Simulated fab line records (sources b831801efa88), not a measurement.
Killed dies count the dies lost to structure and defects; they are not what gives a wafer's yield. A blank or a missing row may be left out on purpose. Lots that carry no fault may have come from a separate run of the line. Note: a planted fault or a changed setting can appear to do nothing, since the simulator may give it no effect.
fab line records	flow sky130
record: lots: 7	wafers: 20	last-day: 50
route steps=708 shown CAP2M@620 METAL4@621 PAD_OPEN@708
lots that met no fault: taken from a fault-free run of the same line
start-h: hours from the record's first day to the start of the lot's first wafer shown	wait-h: hours since the lot's step before	" unchanged from the row above	L1.1+2: one row covering several wafers at once	- either no value or no given start	* or withheld: withheld	< > ~ a bound
route shown NAME@n: names a module that has steps shown in the file, with the first one's number in the route	usual: average and standard deviation across the fault-free wafers	same: alike in all rows	chamber/n: place in a boat	sites: per-site readings	_std_site: standard deviation across them	_edge_site: outer sites' mean less inner sites'	radius-mm: for every site, how far away it sits from the centre of the wafer	mask NAME#n: copy n	behind: tool/chamber where the wafer was last shaped	hold: cause of the lot's hold/its duration in hours/its outcome	device: which transistor (n, p or np) failed to switch	end of line: at the end of the route, the tests of the same wafers	step lacking rows: just its recipe	killed: at the first sort, the dies lost to defects and structure; wafer yield is something else	map: shows each die of a wafer: x if killed, . if not, _ if none is there
set.NAME: the setting the step ran with; set.NAME@STEP: the setting that earlier step ran with	model.NAME: the simulator's own value behind a step, which no gauge read
a table for each step, a row for each wafer; lots at some steps of the route
services: a tool's chamber out of use, with start hour (start-h, from the record's first day; less than 0 if before it), hours out, and reason
== steps ==
step: SKY_CAP2M_CLEAN_17
recipe: chemistry: O3/DIW	dry: n2-spin
step: SKY_METAL4_DEHYDRATE_05
recipe: temp-c: 200	time-s: 60
step: SKY_METAL4_HMDS_06
recipe: prime-time-s: 60	prime-temp-c: 120
step: SKY_METAL4_COAT_07
recipe: resist: BARC	temp-c: withheld	time-s: withheld	spin-rpm: 3000	resist-thk-nm: 60
step: SKY_METAL4_COAT_08
recipe: resist: KrF-thick	spin-rpm: 3000	resist-thk-nm: 1140
step: SKY_METAL4_SOFTBAKE_09
recipe: temp-c: 100	time-s: 90	resist: KrF-thick
step: SKY_METAL4_EXPOSE_10
recipe: mask-id: MM4	na: 0.68	source-shape: annular	sigma-inner: 0.4	sigma-outer: 0.8	target-cd-nm: 300	dose-mj: 28
step: SKY_METAL4_PEB_11
recipe: peb-temp-c: withheld	peb-time-s: withheld	resist: KrF-thick
step: SKY_METAL4_DEVELOP_12
recipe: develop-time-s: 60	resist: KrF-thick	dev-temp-c: 21
step: SKY_METAL4_CD_MEAS_13
recipe: target-cd-nm: 300
usual: cd-nm: 299.5/1.3
lot.wafer	tool	chamber	start-h	wait-h	cd-nm
L476.1	cd-sem-01	-	1019.42	-	300.0
L476.3	"	-	"	"	300.4
L476.4	"	-	"	"	300.6
L478.2	cd-sem-02	-	1024.66	-	298.0
L478.5	"	-	"	"	298.2
L478.6	"	-	"	"	298.5
L479.1	cd-sem-01	-	1031.52	-	299.5
L479.4	"	-	"	"	299.1
L479.6	"	-	"	"	298.3
L481.2	cd-sem-01	-	1041.79	-	301.1
L481.3	"	-	"	"	302.2
L486.1	cd-sem-01	-	1064.48	-	299.4
L486.2	"	-	"	"	298.6
L486.3	"	-	"	"	298.7
L492.1	cd-sem-02	-	1109.47	-	300.9
L492.3	"	-	"	"	300.5
L492.4	"	-	"	"	300.5
L493.1	cd-sem-02	-	1111.10	-	302.2
L493.3	"	-	"	"	302.3
L493.5	"	-	"	"	301.0
step: SKY_METAL4_OVL_MEAS_14
usual: METAL4_OVL: 1/6.1
lot.wafer	tool	chamber	start-h	wait-h	METAL4_OVL[nm]
L476.1	overlay-01	-	1019.54	0.1	-3
L476.3	"	-	"	"	1
L476.4	"	-	"	"	3
L478.2	overlay-02	-	1024.76	0.1	-2
L478.5	"	-	"	"	9
L478.6	"	-	"	"	-4
L479.1	overlay-01	-	1031.64	0.1	5
L479.4	"	-	"	"	-5
L479.6	"	-	"	"	0
L481.2	overlay-01	-	1041.89	0.1	-4
L481.3	"	-	"	"	0
L486.1	overlay-02	-	1064.60	0.1	6
L486.2	"	-	"	"	0
L486.3	"	-	"	"	11
L492.1	overlay-02	-	1109.59	0.1	4
L492.3	"	-	"	"	-3
L492.4	"	-	"	"	4
L493.1	overlay-02	-	1111.22	0.1	9
L493.3	"	-	"	"	-2
L493.5	"	-	"	"	-1
step: SKY_METAL4_DESCUM_15
recipe: chemistry: O2	source-power-w: 150	bias-power-w: 0	pressure-mtorr: 10	temp-c: 40	time-s: 8
usual: drypump-motor-current-A: 6.1/0.39	oes-product-au: 1.002/0.019
lot.wafer	tool	chamber	start-h	wait-h	drypump-motor-current-A	oes-product-au	rf-hours-counter-h
L476.1	rie-metal-03	1	1019.58	0.0	6.5	1.028	5
L476.3	"	1	"	"	6.5	1.027	-
L476.4	"	1	"	"	6.5	1.031	-
L478.2	rie-metal-01	0	1024.79	0.0	6.0	0.975	14
L478.5	"	0	"	"	6.0	0.986	-
L478.6	"	1	"	"	6.7	1.027	-
L479.1	rie-metal-01	1	1031.67	0.0	6.6	1.028	25
L479.4	"	0	"	"	6.0	0.982	-
L479.6	"	0	"	"	6.0	0.980	-
L481.2	rie-metal-01	0	1041.92	0.0	6.0	0.977	15
L481.3	"	0	"	"	6.0	0.980	-
L486.1	rie-metal-02	1	1064.63	0.0	5.6	1.007	2
L486.2	"	0	"	"	5.7	0.997	13
L486.3	"	0	"	"	5.7	0.993	-
L492.1	rie-metal-03	0	1109.62	0.0	5.8	1.008	5
L492.3	"	0	"	"	5.8	1.005	-
L492.4	"	1	"	"	6.5	1.023	-
L493.1	rie-metal-01	0	1111.26	0.0	6.0	0.979	22
L493.3	"	0	"	"	6.0	0.971	-
L493.5	"	1	"	"	6.6	1.008	-
step: SKY_METAL4_ETCH_16
recipe: chemistry: N2/H2	target: BARC	ion-energy-ev: 200	bias-w: 100	pressure-mtorr: 30	n2-flow-sccm: 100	h2-flow-sccm: 200	icp-w: 500	stop-on: SiO2	time-s: 88.2	target-depth-a: 600
usual: drypump-motor-current-A: 6.1/0.39	h2-flow-sccm: 200.1/0.62	oes-product-au: 0.625/0.0045	run-length-s: 116.8/0.95	throttle-valve-pct: 13.205/0.0091
lot.wafer	tool	chamber	start-h	wait-h	drypump-motor-current-A	h2-flow-sccm	oes-product-au	rf-hours-counter-h	run-length-s	throttle-valve-pct	model.KrF-thick_of_METAL4_COAT_08.thk-nm	model.METAL4.cd-nm
L476.1	rie-metal-03	1	1019.64	0.1	6.5	199.4	0.622	5	116.2	13.194	1070	299.4
L476.3	"	1	"	"	6.5	199.5	0.622	-	116.5	13.185	1074	299.8
L476.4	"	1	"	"	6.5	199.7	0.616	-	116.5	13.226	1075	299.7
L478.2	rie-metal-01	0	1024.82	0.0	6.0	199.1	0.835	14	90.0	13.227	1095	304.6
L478.5	"	0	"	"	6.0	201.3	0.621	-	116.7	13.211	1079	299.5
L478.6	"	1	"	"	6.6	200.8	0.838	-	89.6	13.212	1086	301
L479.1	rie-metal-01	1	1031.70	0.0	6.6	199.8	0.631	25	116.5	13.222	1074	297.2
L479.4	"	0	"	"	6.0	198.9	0.623	-	116.8	13.201	1078	300.9
L479.6	"	0	"	"	6.0	200.1	0.832	-	90.3	13.215	1094	305
L481.2	rie-metal-01	0	1041.95	0.0	6.0	200.0	0.832	15	90.5	13.207	1096	307.4
L481.3	"	0	"	"	5.9	200.6	0.626	-	116.4	13.215	1080	304.5
L486.1	rie-metal-02	1	1064.67	0.0	5.6	200.1	0.621	2	119.4	13.204	1069	298
L486.2	"	0	"	"	5.7	199.5	0.631	13	120.3	13.209	1077	298.1
L486.3	"	0	"	"	5.7	200.1	0.620	-	119.4	13.207	1071	298.2
L492.1	rie-metal-03	0	1109.65	0.0	5.8	198.9	0.622	5	117.3	13.197	1083	301.5
L492.3	"	0	"	"	5.8	198.9	0.623	-	116.6	13.196	1081	300.9
L492.4	"	1	"	"	6.5	200.7	0.627	-	116.4	13.198	1078	297.9
L493.1	rie-metal-01	0	1111.29	0.0	6.0	198.9	0.621	22	116.4	13.225	1079	302.3
L493.3	"	0	"	"	6.0	199.6	0.614	-	117.0	13.202	1083	302.8
L493.5	"	1	"	"	6.6	199.9	0.627	-	115.8	13.225	1075	301.8
step: SKY_METAL4_ETCH_17
recipe: target: SiO2	stop-on: TiN	chemistry: C4F8/O2/Ar	source-w: 1500	bias-w: 1200	pressure-mtorr: 40	c4f8-flow-sccm: withheld	O2_flow_sccm: 6	Ar_flow_sccm: 300	time-s: 3.9	target-depth-a: 150
usual: oes-product-au: 0.761/0.0076
lot.wafer	tool	chamber	start-h	wait-h	oes-product-au	rf-hours-counter-h	model.METAL4.cd-nm
L476.1	rie-diel-01	3	1019.84	0.2	0.752	4	299.4
L476.3	"	0	"	"	0.755	5	299.9
L476.4	"	1	"	"	0.767	8	299.6
L478.2	rie-diel-01	3	1024.92	0.1	0.759	4	304.6
L478.5	"	3	"	"	0.773	-	299.6
L478.6	"	0	"	"	0.769	-	301.1
L479.1	rie-diel-04	2	1031.80	0.1	0.753	22	297.3
L479.4	"	1	"	"	0.761	-	300.8
L479.6	"	0	"	"	0.759	-	305
L481.2	rie-diel-01	1	1042.05	0.1	0.760	9	307.3
L481.3	"	3	"	"	0.766	5	304.6
L486.1	rie-diel-01	1	1064.80	0.1	0.763	9	298
L486.2	"	3	"	"	0.765	5	298.2
L486.3	"	0	"	"	0.758	6	298.2
L492.1	rie-diel-02	1	1109.75	0.1	0.750	13	301.3
L492.3	"	0	"	"	0.747	22	300.8
L492.4	"	1	"	"	0.769	-	297.7
L493.1	rie-diel-02	2	1111.39	0.1	0.747	16	302.3
L493.3	"	1	"	"	0.742	13	302.7
L493.5	"	0	"	"	0.754	-	301.7
step: SKY_METAL4_METAL_ETCH_18
recipe: target-depth-a: 8450	stop-on: SiO2	over-etch-frac: 0.3	time-s: 183.1	chemistry: Cl2/BCl3	resist-sidewall-deg: 88	pressure-mtorr: 10	icp-w: 900	bias-w: 48.5	Cl2_flow_sccm: 60	bcl3-flow-sccm: 30
usual: drypump-motor-current-A: 6.1/0.4	oes-product-au: 0.866/0.0067	run-length-s: 211.5/0.31	throttle-valve-pct: 22.263/0.0083
same: over-etch-frac: 0.3
lot.wafer	tool	chamber	start-h	wait-h	drypump-motor-current-A	oes-product-au	rf-hours-counter-h	run-length-s	throttle-valve-pct
L476.1	rie-metal-02	0	1019.86	0.0	5.7	0.862	9	211.4	22.279
L476.3	"	1	"	"	5.6	0.859	-	211.5	22.265
L476.4	"	0	"	"	5.7	0.870	-	211.8	22.242
L478.2	rie-metal-03	1	1025.00	0.1	6.5	0.872	-	211.1	22.264
L478.5	"	1	"	"	6.5	0.871	-	211.1	22.255
L478.6	"	1	"	"	6.5	0.862	-	211.8	22.267
L479.1	rie-metal-02	0	1031.82	0.0	5.7	0.868	11	211.6	22.264
L479.4	"	0	"	"	5.7	0.860	-	211.6	22.260
L479.6	"	0	"	"	5.7	0.864	-	211.4	22.265
L481.2	rie-metal-02	1	1042.07	0.0	5.6	0.870	0	211.4	22.270
L481.3	"	1	"	"	5.6	0.873	-	212.0	22.260
L486.1	rie-metal-03	1	1064.82	0.0	6.5	0.859	9	211.5	22.259
L486.2	"	0	"	"	5.8	0.867	1	211.5	22.259
L486.3	"	0	"	"	5.8	0.863	-	211.7	22.270
L492.1	rie-metal-01	1	1109.77	0.0	6.7	0.860	1	210.7	22.256
L492.3	"	1	"	"	6.6	0.856	-	211.2	22.260
L492.4	"	0	"	"	6.0	0.854	-	211.6	22.269
L493.1	rie-metal-03	0	1111.41	0.0	5.8	0.872	5	211.5	22.268
L493.3	"	1	"	"	6.5	0.884	-	211.3	22.256
L493.5	"	1	"	"	6.5	0.860	-	211.6	22.258
step: SKY_PAD_OPEN_PROBE_99
usual: defect-limited-yield: 82.2/1.8	killed_at_M0_to_M3: 42/6.1	killed_at_M4_up: 3.3/1.7	killed-at-contacts: 25/5.4	killed-at-front-end: 16/4.6	killed-at-other: 0.4/0.55	killed-dies: 87/8.8	killed-open: 47/7.1	killed-short: 40/5.8	sort_bin_3_pad_short: 0.9/0.45	sort_bin_5_function: 10.7/1.4	sort_bin_6_memory: 6.2/1.2	sort-n-pass: 405/8.8	sort-yield-pct: 82.2/1.8
same: gross-dies: 492	killed-at-back-side: 0	sort_bin_4_leakage[%]: 0	sort_bin_8_speed[%]: 0
lot.wafer	tool	chamber	start-h	wait-h	defect-limited-yield[%]	killed_at_M0_to_M3	killed_at_M4_up	killed-at-contacts	killed-at-front-end	killed-at-other	killed-dies	killed-open	killed-short	sort_bin_3_pad_short[%]	sort_bin_5_function[%]	sort_bin_6_memory[%]	sort-n-pass	sort-yield-pct[%]
L479.1	prober-02	-	1121.48	0.1	84.3	41	0	19	17	0	77	40	33	1.6	9.3	4.7	415	84.3
L479.4	prober-02	-	1121.63	0.2	82.7	40	3	21	21	0	85	39	46	1.0	9.8	6.5	407	82.7
L479.6	prober-02	-	1121.73	0.2	85.4	35	5	20	12	0	72	30	42	1.4	7.9	5.3	420	85.4
L493.1	prober-01	-	1188.45	0.1	80.5	45	4	28	19	0	96	53	43	1.4	10.8	7.3	396	80.5
L493.3	prober-01	-	1188.55	0.2	82.9	40	2	29	13	0	84	48	36	0.6	10.8	5.7	408	82.9
L493.5	prober-01	-	1188.65	0.2	83.7	38	6	26	9	1	80	40	40	0.2	9.3	6.7	412	83.7
killed by level:class
L479.1 VIA1:geometric-particle:open=7 LI_CONTACT:geometric-particle:open=6 VIA2:geometric-particle:open=6 VIA3:geometric-particle:open=6 CONTACT:geometric-particle:open=5 METAL1:geometric-particle:short=5 VIA2:geometric-particle:short=4 POLY_GATE:area-etch=4
L479.4 METAL1:geometric-particle:short=9 LI_CONTACT:geometric-particle:open=8 CONTACT:geometric-particle:open=6 VIA3:geometric-particle:short=6 FIELD_ISO:geometric-particle:open=5 FIELD_ISO:geometric-particle:short=4 VIA1:geometric-particle:open=4 VIA1:geometric-particle:short=4
L479.6 METAL2:geometric-particle:short=8 METAL1:geometric-particle:short=6 CONTACT:geometric-particle:short=5 CONTACT:geometric-particle:open=5 VIA3:geometric-particle:open=5 FIELD_ISO:geometric-particle:short=4 LOCAL_INTERCONNECT:geometric-particle:short=4 VIA1:geometric-particle:short=4
L493.1 CONTACT:geometric-particle:open=9 VIA3:geometric-particle:open=9 VIA1:geometric-particle:open=8 LOCAL_INTERCONNECT:geometric-particle:short=7 METAL1:geometric-particle:short=6 POLY_GATE:geometric-particle:open=6 VIA2:geometric-particle:open=6 LI_CONTACT:geometric-particle:open=5
L493.3 CONTACT:geometric-particle:open=13 VIA1:geometric-particle:open=11 LI_CONTACT:geometric-particle:open=6 VIA3:geometric-particle:open=6 CONTACT:geometric-particle:short=5 METAL1:geometric-particle:short=5 VIA2:geometric-particle:open=4 LOCAL_INTERCONNECT:geometric-particle:short=3
L493.5 VIA1:geometric-particle:open=9 CONTACT:geometric-particle:open=8 VIA1:geometric-particle:short=8 VIA2:geometric-particle:open=8 LI_CONTACT:geometric-particle:open=5 CONTACT:geometric-particle:short=5 METAL4:geometric-particle:short=5 LOCAL_INTERCONNECT:geometric-particle:short=4
== services ==
tool	chamber	start-h	hours	kind
rie-metal-03	0	996.31	5.4	repair
rie-metal-03	0	1001.69	-	clean
rie-metal-03	0	1001.69	26.3	scheduled-down
rie-metal-03	0	1001.69	26.3	vent-cycle
rie-diel-02	-	1019.62	0.9	repair
rie-metal-02	1	1020.05	-	clean
rie-metal-02	1	1020.05	20.5	scheduled-down
rie-metal-02	1	1020.05	20.5	vent-cycle
rie-diel-04	1	1020.80	5.2	repair
rie-diel-04	3	1023.52	9.2	repair
rie-diel-01	2	1025.73	1.3	repair
rie-metal-03	0	1041.34	3.8	repair
rie-diel-04	-	1043.00	2.8	pm
rie-metal-02	-	1053.66	0.8	repair
rie-metal-01	-	1056.73	2.8	pm
rie-metal-01	1	1073.70	4.2	repair
rie-metal-01	1	1077.88	-	clean
rie-metal-01	1	1077.88	18.7	scheduled-down
rie-metal-01	1	1077.88	18.7	vent-cycle
rie-diel-02	3	1108.49	7.8	repair
== key ==
first-sign: step: SKY_METAL4_ETCH_16	reading: oes-product-au	direction: up	sigmas: 47	usual: 0.625	struck: 0.834
effect: step: SKY_METAL4_ETCH_16	reading: run-length-s	direction: down	sigmas: 28	usual: *	struck: *
model-effect: step: SKY_METAL4_ETCH_16	value: KrF-thick_of_METAL4_COAT_08.thk-nm	without: 1078	struck: 1093
model-effect: step: SKY_METAL4_ETCH_17	value: METAL4.cd-nm	without: 299.5	struck: 304.5
met-at SKY_METAL4_ETCH_16
struck-wafers L478.2,L478.6,L479.6,L481.2
fault: kind: process-parameter-drift	tool: rie-metal-01	chamber: -	onset-h: 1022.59	steps: SKY_METAL4_ETCH_16	channel: time-s	offset: *	shape: step	end-h: 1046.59	scope: struck-wafers-only	acts-in: *	stated: *
